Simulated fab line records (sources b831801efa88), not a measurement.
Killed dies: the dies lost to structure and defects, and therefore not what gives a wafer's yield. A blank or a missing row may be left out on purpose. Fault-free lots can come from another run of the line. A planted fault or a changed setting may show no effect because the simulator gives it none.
A struck lot beside a sound one || flow sky130 || 16 steps out of a route of 708
Sound: wafers L868.1, L868.2, L868.4. The struck wafers were L882.1, L882.2, L882.3. The cause comes at the end.
For every step that has rows: the tool of each side, followed by ch and its chambers, followed by its first start. Under that, the readings that differ: sound wafers || struck wafers || difference of the means || sigmas: that difference in standard deviations of wafers without a fault.
alike: readings whose means differ by less than 2 such deviations, and words and numbers that are the same on both sides. not compared: withheld readings, readings that some wafer has no value for, bounds like >300 that may hide the same value, and numbers for which the record gives no deviation and whose values overlap.
Wherever a step has rows on one side only, a row that says differs or no value, or a row with sigmas, the two part there. Numbers that don't overlap but have no deviation are shown without sigmas and don't part them. Lack of a reading on every wafer of one side parts them only where that side has two or more wafers.

first, 2 steps without rows for these wafers: SKY_PWDE_PEB_05; SKY_PWDE_DEVELOP_06 (develop time 60 s).
SKY_PWDE_OVL_MEAS_07:
  sound on overlay-01 at day 3 22:07; struck on overlay-02 at day 7 10:53
  alike: PWDE_OVL
next, for these wafers, 1 step has no rows: SKY_PWDE_IMPLANT_08.
SKY_PWDE_STRIP_09: strips in O2/N2.
  sound on plasmaAsher-03 ch 0,1, day 3 22:19; struck on plasmaAsher-03 ch 0,1, day 7 11:05
  alike: drypumpMotorCurrentA, oesProductAu, stripTimeToEndpointS
  not compared: rfHoursCounterH
SKY_PWDE_TW_MEAS_10:
  sound on filmMetro-01 at day 3 22:25; struck on filmMetro-02 at day 7 11:11
{"reading": "PWDE_TW", "sound": "375 374 375", "struck": "365 364 365", "difference": -10, "sigmas": -2}
then, 6 steps without rows for these wafers: SKY_NWELL_DEHYDRATE_03 (time 60 s); SKY_NWELL_HMDS_04 (prime time 60 s); SKY_NWELL_COAT_05 (resist thk 3000 nm); SKY_NWELL_SOFTBAKE_06; SKY_NWELL_EXPOSE_07 (exposes mask NWM, target cd 840 nm); SKY_NWELL_PEB_08.
SKY_NWELL_DEVELOP_09: develop time 60 s.
  sound on lithoTrack-01 ch 0, day 4 13:00; struck on lithoTrack-01 ch 0, day 8 07:00
  alike: resistLineTempC
SKY_NWELL_OVL_MEAS_10:
  sound on overlay-02 at day 4 14:00; struck on overlay-02 at day 8 07:24
{"reading": "NWELL_00_OVL (nm)", "sound": "-1.6 -1.5 -0.5", "struck": "- - -", "difference": "no value on the struck wafers", "sigmas": ""}
next, for these wafers, 1 step has no rows: SKY_NWELL_IMPLANT_11.
-- the record jumps here: 41 days lie between the struck wafers' starts before and after (it left off in module NWELL and takes up again in module PAD_OPEN, whose first step shown is number 708 of the route) --
SKY_PAD_OPEN_PROBE_99:
  record: rows for the struck wafers here (prober-02, day 49 03:14), none for the sound ones

## WHERE THEY PART
First at SKY_PWDE_TW_MEAS_10; last, within this record, at SKY_PAD_OPEN_PROBE_99.

WHY: what had been put in by the simulator
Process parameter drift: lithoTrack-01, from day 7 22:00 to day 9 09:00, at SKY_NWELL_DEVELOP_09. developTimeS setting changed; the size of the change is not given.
